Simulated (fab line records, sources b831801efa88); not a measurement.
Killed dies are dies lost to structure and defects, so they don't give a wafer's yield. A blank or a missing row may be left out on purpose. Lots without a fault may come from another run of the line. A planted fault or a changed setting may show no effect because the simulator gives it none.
A struck lot beside a sound one | flow sky130 | 17 steps out of a route of 708
Sound: wafers L811.2, L811.3, L811.6. Struck: wafers L824.1, L824.2, L824.5. The cause comes at the end.
At each step with rows: each side's tool, then ch and its chambers, then its first start. Under that, the readings that differ: sound wafers | struck wafers | difference of the means | sigmas: that difference in standard deviations of wafers without a fault.
alike: readings whose means differ by less than 2 such deviations, and words and numbers that are the same on both sides. not compared: withheld readings, readings that some wafer has no value for, bounds like >300 that may hide the same value, and numbers for which the record gives no deviation and whose values overlap.
The two part at a step that has a row with sigmas, a row that says differs or no value, or rows on one side only. Numbers that don't overlap but have no deviation are shown without sigmas and don't part them. A reading that every wafer of one side lacks parts them only if that side has two wafers or more.

first, 2 steps without rows for these wafers: SKY_NWELL_IMPLANT_12; SKY_NWELL_IMPLANT_13.
SKY_NWELL_STRIP_14: strips in O2/N2.
  sound on plasma_asher-01 ch 0,1, day 5 04:44; struck on plasma_asher-03 ch 0,1, day 8 10:16
  alike: drypump_motor_current_A, n2_flow_sccm, oes_product_au, strip_time_to_endpoint_s
  not compared: rf_hours_counter_h
SKY_NWELL_TW_MEAS_15:
  sound on film_metro-04, day 5 04:51; struck on film_metro-02, day 8 10:22
  reading  | sound          | struck         | difference | sigmas
  NWELL_TW | 1844 1829 1834 | 1804 1788 1794 | -40        | -3
then, 7 steps without rows for these wafers: SKY_NWELL_DEHYDRATE_16 (time 60 s); SKY_NWELL_HMDS_17 (prime time 60 s); SKY_NWELL_COAT_18 (resist thk 3000 nm); SKY_NWELL_SOFTBAKE_19; SKY_NWELL_EXPOSE_20 (exposes mask NWM COMPLEMENT, target cd 840 nm); SKY_NWELL_PEB_21; SKY_NWELL_DEVELOP_22 (develop time 60 s).
SKY_NWELL_OVL_MEAS_23:
  sound on overlay-02, day 5 22:23; struck on overlay-02, day 9 07:36
  alike: NWELL_01_OVL
SKY_NWELL_IMPLANT_24:
  sound on implanter-03 ch 0, day 5 22:26; struck on implanter-03 ch 0, day 9 07:38
  reading                   | sound                | struck               | difference | sigmas
  beam_energy_keV           | 140.02 140.03 140.06 | 101.91 101.80 101.88 | -38.17     | -99 or more
  model.implant.drp_nm (nm) | 95.47 95.47 95.47    | 83.89 83.89 83.89    | -11.58     |
SKY_NWELL_STRIP_25: strips in O2/N2.
  sound on plasma_asher-01 ch 1, day 5 22:34; struck on plasma_asher-04 ch 0,1, day 9 07:47
  alike: drypump_motor_current_A, n2_flow_sccm, oes_product_au, strip_time_to_endpoint_s
  not compared: rf_hours_counter_h
SKY_NWELL_TW_MEAS_26:
  sound on film_metro-02, day 5 22:40; struck on film_metro-02, day 9 07:53
  reading    | sound       | struck      | difference | sigmas
  NWELL_2_TW | 494 492 493 | 480 481 479 | -13        | -3
then, 1 step without rows for these wafers: SKY_NWELL_CLEAN_27 (cleans in SC1/SC2, time 150 s).
-- the record jumps here: 41 days lie between the struck wafers' starts before and after (it left off in module NWELL and takes up again in module PAD_OPEN, whose first step shown is number 708 of the route) --
SKY_PAD_OPEN_PROBE_99:
  sound on prober-01, day 46 17:57; struck on prober-02, day 50 02:18
  reading                                 | sound                         | struck                        | difference | sigmas
  model.etest.pfet_16v.r_on_ohm_um        | 1.528e+04 1.508e+04 1.534e+04 | 3.207e+04 2.866e+04 2.772e+04 | +1.425e+04 |
  model.etest.res_iso_pwell.rs_ohm_sq     | 2935 2846 2928                | 1.697e+04 1.392e+04 1.328e+04 | +1.182e+04 |
  model.etest.res_iso_pwell.line_ohm_um   | 1112 1086 1094                | 6767 5500 5136                | +4704      |
  model.etest.nfet_16v.r_on_ohm_um        | 1.4e+04 1.385e+04 1.403e+04   | 1.503e+04 1.514e+04 1.517e+04 | +1.153e+03 |
  model.etest.pfet_16v.drive_ua_um        | 241.2 243.2 236.7             | 78.99 93.56 97.6              | -150.32    |
  model.etest.tip_n_5v.rs_ohm_sq          | 1365 1362 1369                | 1511 1507 1508                | +143       |
  model.etest.res_iso_pwell.width_nm (nm) | 2658 2672 2659                | 2512 2513 2530                | -145       |
  model.etest.res_nwell.line_ohm_um       | 1238 1211 1214                | 979.8 964.6 964.9             | -251.2     |
  alike: killed_at_M0_to_M3, killed_at_M4_up, killed_at_contacts, killed_at_front_end, killed_at_other, killed_dies, killed_open, killed_short

WHERE THEY PART
First at SKY_NWELL_TW_MEAS_15; last, within this record, at SKY_NWELL_TW_MEAS_26. Later steps at which nothing parts them and some readings are alike: SKY_PAD_OPEN_PROBE_99.

WHY: what the simulator had put in
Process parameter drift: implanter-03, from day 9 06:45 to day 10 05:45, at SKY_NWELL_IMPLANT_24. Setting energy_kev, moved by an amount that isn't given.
